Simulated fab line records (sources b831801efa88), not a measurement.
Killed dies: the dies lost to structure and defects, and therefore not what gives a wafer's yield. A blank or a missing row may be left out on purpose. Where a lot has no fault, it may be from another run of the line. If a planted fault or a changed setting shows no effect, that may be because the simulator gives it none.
A sampling plan put to the test	flow gf180mcu	one fab line, 26 faults that these records tell of, each judged on the records of the lots that it struck
The line's own looks make up the plan; these are the steps of the route where a gauge or inspection reads the wafer and leaves it unchanged. A look can be judged if struck wafers have a number there and the file gives its usual mean and standard deviation on fault-free wafers. Caught: the struck wafers' mean, at a look after the fault's first step, is 4 or more of those standard deviations (sigma) away from the usual mean. On the tool: the fault's steps, tested the same way using the tool's own readings. Also counted as caught: the struck wafers showing another recipe, or a record that is empty for them alone.

== THE FAULTS, as the simulator had put them in ==
1. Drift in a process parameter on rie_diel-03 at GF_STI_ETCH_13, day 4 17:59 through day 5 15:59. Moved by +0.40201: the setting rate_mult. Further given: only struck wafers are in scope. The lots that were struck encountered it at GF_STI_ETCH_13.
2. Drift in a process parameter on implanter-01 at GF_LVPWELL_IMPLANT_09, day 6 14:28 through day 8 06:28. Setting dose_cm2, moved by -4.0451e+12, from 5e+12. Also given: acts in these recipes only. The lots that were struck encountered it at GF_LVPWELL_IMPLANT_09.
3. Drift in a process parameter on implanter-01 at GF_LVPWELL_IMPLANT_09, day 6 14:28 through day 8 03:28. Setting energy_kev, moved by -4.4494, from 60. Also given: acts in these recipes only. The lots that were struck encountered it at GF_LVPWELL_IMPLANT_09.
4. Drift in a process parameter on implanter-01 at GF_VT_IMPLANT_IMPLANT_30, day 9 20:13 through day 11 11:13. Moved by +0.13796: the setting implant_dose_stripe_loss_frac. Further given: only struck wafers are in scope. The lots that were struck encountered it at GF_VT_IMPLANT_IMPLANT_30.
5. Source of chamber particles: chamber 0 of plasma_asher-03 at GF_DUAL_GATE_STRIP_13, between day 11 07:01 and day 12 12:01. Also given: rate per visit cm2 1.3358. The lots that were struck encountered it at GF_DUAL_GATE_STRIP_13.
6. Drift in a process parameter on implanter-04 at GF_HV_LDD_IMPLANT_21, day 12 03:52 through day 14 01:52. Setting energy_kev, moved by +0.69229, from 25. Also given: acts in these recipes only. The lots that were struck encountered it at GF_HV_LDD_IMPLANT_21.
7. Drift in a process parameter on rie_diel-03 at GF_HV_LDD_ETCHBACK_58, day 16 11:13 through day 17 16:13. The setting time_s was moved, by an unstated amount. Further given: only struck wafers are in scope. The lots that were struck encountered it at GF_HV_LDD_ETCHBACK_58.
8. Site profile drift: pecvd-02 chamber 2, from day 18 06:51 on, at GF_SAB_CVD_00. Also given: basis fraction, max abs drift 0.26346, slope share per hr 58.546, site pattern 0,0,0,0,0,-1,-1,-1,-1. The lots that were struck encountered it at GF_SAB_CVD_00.
9. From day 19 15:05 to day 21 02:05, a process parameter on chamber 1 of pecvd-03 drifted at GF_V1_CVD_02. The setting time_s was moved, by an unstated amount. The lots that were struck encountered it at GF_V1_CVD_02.
10. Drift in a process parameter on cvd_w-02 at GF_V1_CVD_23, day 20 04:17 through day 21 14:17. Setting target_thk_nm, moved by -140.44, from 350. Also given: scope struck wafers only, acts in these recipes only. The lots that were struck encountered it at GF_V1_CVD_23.
11. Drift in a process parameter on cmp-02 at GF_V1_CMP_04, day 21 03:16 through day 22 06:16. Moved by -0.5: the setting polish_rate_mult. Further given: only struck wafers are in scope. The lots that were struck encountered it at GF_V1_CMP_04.
12. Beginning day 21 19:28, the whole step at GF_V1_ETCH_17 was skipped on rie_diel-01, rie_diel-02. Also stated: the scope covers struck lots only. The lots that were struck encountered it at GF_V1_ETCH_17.
13. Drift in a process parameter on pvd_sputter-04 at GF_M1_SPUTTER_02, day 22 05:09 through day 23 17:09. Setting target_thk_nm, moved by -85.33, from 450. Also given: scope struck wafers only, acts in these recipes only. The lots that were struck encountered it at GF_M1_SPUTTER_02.
14. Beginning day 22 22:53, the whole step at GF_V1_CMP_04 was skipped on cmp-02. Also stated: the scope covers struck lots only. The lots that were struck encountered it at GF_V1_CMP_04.
15. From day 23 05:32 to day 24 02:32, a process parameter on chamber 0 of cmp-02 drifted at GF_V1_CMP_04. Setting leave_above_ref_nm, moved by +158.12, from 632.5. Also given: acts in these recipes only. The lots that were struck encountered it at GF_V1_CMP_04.
16. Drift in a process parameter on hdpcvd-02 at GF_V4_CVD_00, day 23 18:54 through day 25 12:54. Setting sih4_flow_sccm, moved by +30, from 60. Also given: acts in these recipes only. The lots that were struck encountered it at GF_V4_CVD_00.
17. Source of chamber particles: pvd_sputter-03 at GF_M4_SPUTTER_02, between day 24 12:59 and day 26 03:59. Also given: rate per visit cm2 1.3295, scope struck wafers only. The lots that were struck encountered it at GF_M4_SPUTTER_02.
18. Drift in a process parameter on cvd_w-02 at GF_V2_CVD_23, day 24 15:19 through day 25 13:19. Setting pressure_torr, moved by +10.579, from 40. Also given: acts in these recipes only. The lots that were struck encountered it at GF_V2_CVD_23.
19. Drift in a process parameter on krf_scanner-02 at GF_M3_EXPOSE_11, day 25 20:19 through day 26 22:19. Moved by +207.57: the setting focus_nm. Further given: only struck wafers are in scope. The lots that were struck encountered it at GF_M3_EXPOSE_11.
20. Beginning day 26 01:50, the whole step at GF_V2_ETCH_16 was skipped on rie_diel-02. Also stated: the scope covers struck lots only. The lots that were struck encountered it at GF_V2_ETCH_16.
21. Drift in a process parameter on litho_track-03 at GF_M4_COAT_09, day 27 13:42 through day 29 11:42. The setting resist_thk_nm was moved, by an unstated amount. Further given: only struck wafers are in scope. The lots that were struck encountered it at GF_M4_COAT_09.
22. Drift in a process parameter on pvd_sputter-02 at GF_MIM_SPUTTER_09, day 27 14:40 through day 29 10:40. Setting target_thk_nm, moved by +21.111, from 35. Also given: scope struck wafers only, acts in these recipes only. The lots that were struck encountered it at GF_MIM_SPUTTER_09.
23. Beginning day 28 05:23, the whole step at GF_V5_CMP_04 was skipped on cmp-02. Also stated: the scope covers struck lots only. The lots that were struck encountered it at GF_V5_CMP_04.
24. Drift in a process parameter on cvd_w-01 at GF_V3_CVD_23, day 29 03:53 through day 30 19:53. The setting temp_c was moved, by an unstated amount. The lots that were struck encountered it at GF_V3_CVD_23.
25. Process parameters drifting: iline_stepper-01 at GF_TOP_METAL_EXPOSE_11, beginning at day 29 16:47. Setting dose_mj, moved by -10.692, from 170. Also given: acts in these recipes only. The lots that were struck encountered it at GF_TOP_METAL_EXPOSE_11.
26. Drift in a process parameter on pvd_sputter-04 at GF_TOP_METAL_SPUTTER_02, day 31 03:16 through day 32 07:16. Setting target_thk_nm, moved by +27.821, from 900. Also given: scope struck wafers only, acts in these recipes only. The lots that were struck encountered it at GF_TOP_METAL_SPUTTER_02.

== WHAT THE PLAN SAW ==
fault	on the tool itself	first look that catches it	reading, sigma	median hours from its first step to that look	hours from the fault's start to the first struck lot there	judged looks passed uncaught
1	under 2 sigma	no look after it can be judged	-	-	-	0
2	dose_ions_cm2 -99 or beyond sigma	GF_LVPWELL_TW_MEAS_11	LVPWELL_TW -9.6	0.2	4	0
3	beam_energy_keV -99 or beyond sigma	no look after it can be judged	-	-	-	0
4	no reading that can be judged	GF_VT_IMPLANT_TW_MEAS_32	VT_IMPLANT_3_TW -5.0	0.2	8	0
5	under 2 sigma	not the one look that can be judged after it	-	-	-	1
6	beam_energy_keV +79 sigma	no look after it can be judged	-	-	-	0
7	run_length_s -67 sigma	no look after it can be judged	-	-	-	0
8	under 2 sigma	GF_SAB_THK_MEAS_01	SAB_CVD_00_THK -9.1	0.0	12	0
9	run_length_s -75 sigma	GF_V1_THK_MEAS_03	V1_CVD_02_THK -44	0.1	1	0
10	under 2 sigma	GF_V1_RS_MEAS_24	V1_W_RS +65	0.1	12	0
11	time_to_endpoint_s +4.9 sigma	not the one look that can be judged after it	-	-	-	1
12	the tool's record is blank for the struck wafers	no look after it can be judged	-	-	-	0
13	under 2 sigma	GF_M1_RS_MEAS_05	M1_ALCU_RS +20	0.1	3	0
14	the tool's record is blank for the struck wafers	no look after it can be judged	-	-	-	0
15	time_to_endpoint_s -9.7 sigma	none of the 5 looks that can be judged after it	-	-	-	5
16	sih4_flow_sccm +99 or beyond sigma	GF_V4_THK_MEAS_01	V4_CVD_00_THK +46	0.1	6	0
17	under 2 sigma	not the one look that can be judged after it	-	-	-	1
18	chamber_pressure_Torr +99 or beyond sigma	GF_V2_RS_MEAS_24	V2_W_RS -5.7	0.1	5	0
19	under 2 sigma	GF_M3_CD_MEAS_14	cd_nm -10	9.9	20	0
20	the tool's record is blank for the struck wafers	no look after it can be judged	-	-	-	0
21	no reading that can be judged	no look after it can be judged	-	-	-	0
22	under 2 sigma	not the one look that can be judged after it	strongest: MIM_ALCU_THK at GF_MIM_THK_MEAS_11, -3.2	-	-	1
23	the tool's record is blank for the struck wafers	not the one look that can be judged after it	-	-	-	1
24	susceptor_temp_C +26 sigma	GF_V3_RS_MEAS_24	V3_W_RS -7.0	0.2	1	0
25	exposure_dose_mJ_cm2 -54 sigma	GF_TOP_METAL_CD_MEAS_14	cd_nm +7.9	8.9	24	0
26	under 2 sigma	GF_TOP_METAL_RS_MEAS_05	TOP_METAL_ALCU_RS -4.3	0.1	1	0
Dash: fault not caught, or number not given in these records.

Caught at a look: 12 of 26. Caught on the tool: 15 of 26. By one or the other: 21 of 26.
Faults caught by the tool alone: 3, 6, 7, 11, 12, 14, 15, 20, 23.
Caught at a look alone: faults 4, 8, 10, 13, 19, 26.
Caught by neither: faults 1, 5, 17, 21, 22.

== THINNER SAMPLING ==
If the look that catches a fault measured only every second or every third lot, by lot number, the first struck lot would be measured this late in the worst case:
fault	struck lots at that look, in order of time	every lot	every second lot	every third lot
2	L847, L851	4 h	may miss all 2	may miss all 2
4	L826, L829	8 h	26 h	may miss all 2
8	L175, L176, L178	12 h	18 h	may miss all 3
9	L431	1 h	may miss it	may miss it
10	L189, L191	12 h	may miss all 2	may miss all 2
13	L515, L517	3 h	may miss all 2	may miss all 2
16	L983, L986	6 h	34 h	may miss all 2
18	L631, L633	5 h	may miss all 2	may miss all 2
19	L462, L463, L464	20 h	26 h	31 h
24	L309, L311	1 h	may miss all 2	may miss all 2
25	L367, L369, L370	24 h	41 h	may miss all 3
26	L600, L602	1 h	may miss all 2	may miss all 2
Hours are from the fault's start to the first struck lot that is measured. 4 sigma limit: tested on the pooled struck wafers, so a lone lot may be under it. Other struck lots may not be in these records.

== THE LONGEST TIMED WAY FROM STEP TO LOOK ==
For fault 19, GF_M3_EXPOSE_11 and GF_M3_CD_MEAS_14 are separated by a median of 9.9 hours. No look between them can be judged.
